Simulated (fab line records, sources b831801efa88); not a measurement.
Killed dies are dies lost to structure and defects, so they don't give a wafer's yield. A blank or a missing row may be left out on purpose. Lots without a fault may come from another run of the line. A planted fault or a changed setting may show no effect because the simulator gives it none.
Split-lot experiment | flow sfq_line | 5 lots, 18 wafers read, on a route of 325 steps

THE SPLIT
At SFQ_TRILAYER_M3_ETCH_METAL_ETCH_078 (etches Nb in Cl2/Ar, stops on SiO2, target depth 240 nm, time 120 s), the setting time_s was moved away from the recipe's 120 s on 3 of the 18 wafers read, by -15.0% to +10.7%. The other wafers ran this setting at the recipe's value.

The reading is taken at the split's own step.

THE READING
KrF_of_TRILAYER_M3_LITHO_COAT_075.thk_nm (the simulator's own value, which no gauge read), in nm, at SFQ_TRILAYER_M3_ETCH_METAL_ETCH_078 (etches Nb in Cl2/Ar, stops on SiO2, target depth 240 nm, time 120 s). The file gives no usual value for it. The 15 wafers here that ran the recipe average 381.3 nm, standard deviation 2 nm.

wafer  | tool, chamber at the split | time_s as run, s | against the recipe | KrF_of_TRILAYER_M3_LITHO_COAT_075.thk_nm, nm | against lot-mates on the recipe
L077.1 | rie_metal-02, 0            | 132.8            | +10.7%             | 366.1                                        | -18.3
L077.2 | rie_metal-02, 1            | 120              | recipe             | 385                                          | -
L077.3 | rie_metal-02, 0            | 120              | recipe             | 383.8                                        | -
L078.1 | rie_metal-04, 1            | 120              | recipe             | 382.2                                        | -
L078.2 | rie_metal-04, 0            | 120              | recipe             | 377.4                                        | -
L078.3 | rie_metal-04, 1            | 120              | recipe             | 379.8                                        | -
L078.4 | rie_metal-04, 0            | 120              | recipe             | 378.8                                        | -
L078.6 | rie_metal-04, 0            | 120              | recipe             | 381                                          | -
L079.4 | rie_metal-02, 1            | 120              | recipe             | 382.2                                        | -
L079.6 | rie_metal-02, 0            | 120              | recipe             | 380.9                                        | -
L081.1 | rie_metal-02, 0            | 120              | recipe             | 380.1                                        | -
L081.2 | rie_metal-02, 1            | 120              | recipe             | 380.9                                        | -
L081.4 | rie_metal-02, 1            | 102              | -15.0%             | 402.9                                        | +22.8
L081.5 | rie_metal-02, 0            | 120              | recipe             | 379.4                                        | -
L081.6 | rie_metal-02, 1            | 102              | -15.0%             | 401.9                                        | +21.8
L085.3 | rie_metal-04, 0            | 120              | recipe             | 381.8                                        | -
L085.4 | rie_metal-04, 1            | 120              | recipe             | 382                                          | -
L085.6 | rie_metal-04, 1            | 120              | recipe             | 383.8                                        | -

THE FIT
A straight line over all 18 wafers: KrF_of_TRILAYER_M3_LITHO_COAT_075.thk_nm changes by -1.41 nm for each +1% of time_s; r = -0.97; the points scatter about the line by 1.9 nm.
The same after taking each lot's own level away (the mean of its wafers on the recipe; 18 wafers): -1.54 nm for each +1%; r = -0.99; scatter 1.2 nm.
On that fit, the largest move of time_s shifts the reading by 23 nm.
The lots' own levels span 379.84 to 384.40 nm, that is 2.3 times the standard deviation above.
So the lot-to-lot level changes the slope little: the two slopes agree.
Check: with one of the wafers moved furthest among these (-15.0%) left out of the fit, the line predicts +22.9 nm for it against its lot-mates. It came out at +22.8 nm against them.

OTHER SPLITS ON THESE WAFERS
These wafers also went through other splits before the reading. Each is held against what the fit with the lots' levels taken away leaves over:
other split on the same wafers                    | wafers away from the commonest value | r with KrF_of_TRILAYER_M3_LITHO_COAT_075.thk_nm (lot level and that fit taken away)
SFQ_TRILAYER_M1_LITHO_COAT_044 spin_rpm           | 6                                    | +0.46
SFQ_TRILAYER_M1_ETCH_METAL_ETCH_042 time_s        | 5                                    | +0.06
SFQ_TRILAYER_M2_DEP_SPUTTER_055 time_s            | 5                                    | -0.04
SFQ_TRILAYER_M2_LITHO_COAT_062 spin_rpm           | 7                                    | +0.39
SFQ_TRILAYER_I2_VIA_LITHO_COAT_067 spin_rpm       | 7                                    | -0.16
SFQ_TRILAYER_I2_VIA_BARC_OPEN_VIA_ETCH_096 bias_w | 4                                    | +0.24
SFQ_TRILAYER_M3_DEP_SPUTTER_073 time_s            | 2                                    | +0.32
SFQ_TRILAYER_M3_LITHO_COAT_080 resist_thk_nm      | 8                                    | -0.15

THE FILE'S OWN FIT
KrF_of_TRILAYER_M3_LITHO_COAT_075.thk_nm changes by -1.53 nm for each +1% of time_s, r = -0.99.
